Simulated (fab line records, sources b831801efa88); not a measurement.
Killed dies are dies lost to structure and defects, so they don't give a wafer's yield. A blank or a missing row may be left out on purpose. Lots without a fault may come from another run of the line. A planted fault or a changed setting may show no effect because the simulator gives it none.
Which tool did it? | flow sky130 | 13 lots, 39 wafers sampled, at 4 steps of a route of 708

WHAT THE GAUGES READ, wafer by wafer
SKY_RES_XHIGH_TW_MEAS_09. Usual: RES_XHIGH_TW 1636, standard deviation 9.6.
lot  | measured     | on            | RES_XHIGH_TW   | flag
L488 | day 27 04:08 | film_metro-03 | 1625 1616 1626 |
L489 | day 27 14:40 | film_metro-01 | 1641 1642 1639 |
L490 | day 27 16:13 | film_metro-03 | 1623 1630 1622 |
L491 | day 28 00:29 | film_metro-02 | 1633 1625 1639 |
L492 | day 29 17:37 | film_metro-01 | 1649 1639 1643 |
L494 | day 29 20:44 | film_metro-01 | 1644 1637 1640 |
L493 | day 29 21:41 | film_metro-03 | 1611 1609 1617 |
L497 | day 31 04:25 | film_metro-01 | 1643 1639 1640 |
L496 | day 31 05:53 | film_metro-01 | 1631 1642 1635 |
L498 | day 32 07:32 | film_metro-02 | 1635 1639 1625 |
L500 | day 32 09:22 | film_metro-02 | 1632 1638 1646 |
L505 | day 33 06:08 | film_metro-03 | 1628 1639 1640 |
L509 | day 33 23:22 | film_metro-01 | 30 30 30       | OFF

SKY_CONTACT_RS_MEAS_25: measures by four-point-probe. Usual: CONTACT_W_RS 0.337 ohm/sq, standard deviation 0.0044.
lot  | measured     | on            | CONTACT_W_RS (ohm/sq) | flag
L488 | day 32 01:50 | film_metro-01 | 0.345 0.335 0.339     |
L489 | day 32 12:19 | film_metro-04 | 0.333 0.342 0.344     |
L490 | day 32 13:53 | film_metro-03 | 0.338 0.341 0.338     |
L491 | day 32 21:10 | film_metro-04 | 0.335 0.343 0.343     |
L492 | day 34 11:23 | film_metro-04 | 0.337 0.338 0.336     |
L494 | day 34 13:49 | film_metro-01 | 0.335 0.338 0.338     |
L493 | day 34 16:25 | film_metro-01 | 0.328 0.330 0.332     |
L497 | day 35 20:50 | film_metro-01 | 0.339 0.343 0.338     |
L496 | day 35 22:37 | film_metro-03 | 0.342 0.345 0.341     |
L498 | day 36 22:52 | film_metro-01 | 0.328 0.339 0.337     |
L500 | day 37 01:04 | film_metro-04 | 0.333 0.326 0.341     |
L505 | day 37 20:51 | film_metro-04 | 0.327 0.329 0.331     |
L509 | day 38 15:13 | film_metro-01 | 0.335 0.334 0.334     |

WHICH TOOL RAN EACH LOT (tool, then ch and the chambers of the sampled wafers, then the start)
lot  | SKY_SD_P_STRIP_10                    | SKY_RES_XHIGH_STRIP_08
L488 | plasma_asher-01 ch 0, day 25 21:54   | plasma_asher-01 ch 0,1, day 27 04:02
L489 | plasma_asher-04 ch 0,1, day 26 09:04 | plasma_asher-03 ch 0,1, day 27 14:34
L490 | plasma_asher-04 ch 0, day 26 11:19   | plasma_asher-03 ch 0,1, day 27 16:07
L491 | plasma_asher-03 ch 0,1, day 26 19:21 | plasma_asher-01 ch 1, day 28 00:23
L492 | plasma_asher-01 ch 0,1, day 28 13:22 | plasma_asher-01 ch 0,1, day 29 17:31
L494 | plasma_asher-03 ch 0,1, day 28 16:58 | plasma_asher-03 ch 0,1, day 29 20:38
L493 | plasma_asher-01 ch 0,1, day 28 17:26 | plasma_asher-03 ch 0,1, day 29 21:35
L497 | plasma_asher-03 ch 0,1, day 30 00:10 | plasma_asher-02 ch 0,1, day 31 04:19
L496 | plasma_asher-04 ch 0,1, day 30 01:48 | plasma_asher-02 ch 0,1, day 31 05:47
L498 | plasma_asher-04 ch 0,1, day 31 04:22 | plasma_asher-03 ch 0,1, day 32 07:26
L500 | plasma_asher-04 ch 0,1, day 31 06:06 | plasma_asher-03 ch 0,1, day 32 09:16
L505 | plasma_asher-01 ch 0,1, day 32 02:46 | plasma_asher-01 ch 0,1, day 33 06:01
L509 | plasma_asher-04 ch 0,1, day 32 19:46 | plasma_asher-02 ch 0,1, day 33 23:16
- SKY_SD_P_STRIP_10: strips in O2/N2.
- SKY_RES_XHIGH_STRIP_08: strips in O2/N2.

WHAT THE TOOLS THEMSELVES READ (means of the sampled wafers that have a number; where no wafer has one, the mark that the record gives instead)
SKY_SD_P_STRIP_10. Usual: drypump_motor_current_A 5.5 A, standard deviation 0.41; oes_product_au 0.619 a.u., standard deviation 0.0051; strip_time_to_endpoint_s 17.45 s, standard deviation 0.039.
lot  | tool            | drypump_motor_current_A (A) | oes_product_au (a.u.) | strip_time_to_endpoint_s (s) | flag
L488 | plasma_asher-01 | 5.0                         | 0.620                 | 17.40                        |
L489 | plasma_asher-04 | 5.4                         | 0.618                 | 17.47                        |
L490 | plasma_asher-04 | 5.8                         | 0.618                 | 17.47                        |
L491 | plasma_asher-03 | 5.5                         | 0.620                 | 17.48                        |
L492 | plasma_asher-01 | 5.4                         | 0.618                 | 17.52                        |
L494 | plasma_asher-03 | 5.6                         | 0.622                 | 17.45                        |
L493 | plasma_asher-01 | 5.2                         | 0.617                 | 17.49                        |
L497 | plasma_asher-03 | 5.9                         | 0.619                 | 17.43                        |
L496 | plasma_asher-04 | 5.5                         | 0.622                 | 17.40                        |
L498 | plasma_asher-04 | 5.6                         | 0.618                 | 17.45                        |
L500 | plasma_asher-04 | 5.6                         | 0.613                 | 17.47                        |
L505 | plasma_asher-01 | 5.2                         | 0.618                 | 17.44                        |
L509 | plasma_asher-04 | 5.4                         | 0.636                 | -                            | OFF

SKY_RES_XHIGH_STRIP_08. Usual: drypump_motor_current_A 5.6 A, standard deviation 0.48; oes_product_au 0.711 a.u., standard deviation 0.0046; strip_time_to_endpoint_s 14.30 s, standard deviation 0.04.
lot  | tool            | drypump_motor_current_A (A) | oes_product_au (a.u.) | strip_time_to_endpoint_s (s) | flag
L488 | plasma_asher-01 | 5.4                         | 0.716                 | 14.28                        |
L489 | plasma_asher-03 | 5.6                         | 0.716                 | 14.31                        |
L490 | plasma_asher-03 | 5.6                         | 0.715                 | 14.26                        |
L491 | plasma_asher-01 | 5.7                         | 0.714                 | 14.26                        |
L492 | plasma_asher-01 | 5.5                         | 0.712                 | 14.38                        |
L494 | plasma_asher-03 | 5.9                         | 0.707                 | 14.27                        |
L493 | plasma_asher-03 | 5.6                         | 0.710                 | 14.34                        |
L497 | plasma_asher-02 | 5.8                         | 0.713                 | 14.24                        |
L496 | plasma_asher-02 | 5.8                         | 0.708                 | 14.32                        |
L498 | plasma_asher-03 | 5.6                         | 0.709                 | 14.32                        |
L500 | plasma_asher-03 | 5.9                         | 0.709                 | 14.33                        |
L505 | plasma_asher-01 | 5.4                         | 0.713                 | 14.32                        |
L509 | plasma_asher-02 | 5.8                         | 0.712                 | 23.24                        | OFF

THE ANSWER, worked out from the rows above alone
Rule: a lot is off if the mean of its wafers that have a number lies more than 3 standard deviations from the usual mean. A lot without any number at a reading at which 4 lots or more have one is off too. The other lots that the step has rows for count as sound. The gauges are gone through in route order, then the tools' own readings, and for those a lot's mean is taken as printed above. The first step at which some lot is off is used, and at that step the reading that is off furthest; a lot without a number counts as furthest.
Off: L509, at SKY_RES_XHIGH_TW_MEAS_09 (RES_XHIGH_TW).
A tool fits if, at a process step before that reading, it ran every lot that is off, and no sound lot after the first of them. The gauges at SKY_RES_XHIGH_TW_MEAS_09 aren't tried: what is off there is off at SKY_SD_P_STRIP_10 too, on other tools, and a gauge's error can't cause that. Can't be told from this: 2 tools fit, plasma_asher-04 at SKY_SD_P_STRIP_10, plasma_asher-02 at SKY_RES_XHIGH_STRIP_08.

WHAT THE SIMULATOR HAD PUT IN
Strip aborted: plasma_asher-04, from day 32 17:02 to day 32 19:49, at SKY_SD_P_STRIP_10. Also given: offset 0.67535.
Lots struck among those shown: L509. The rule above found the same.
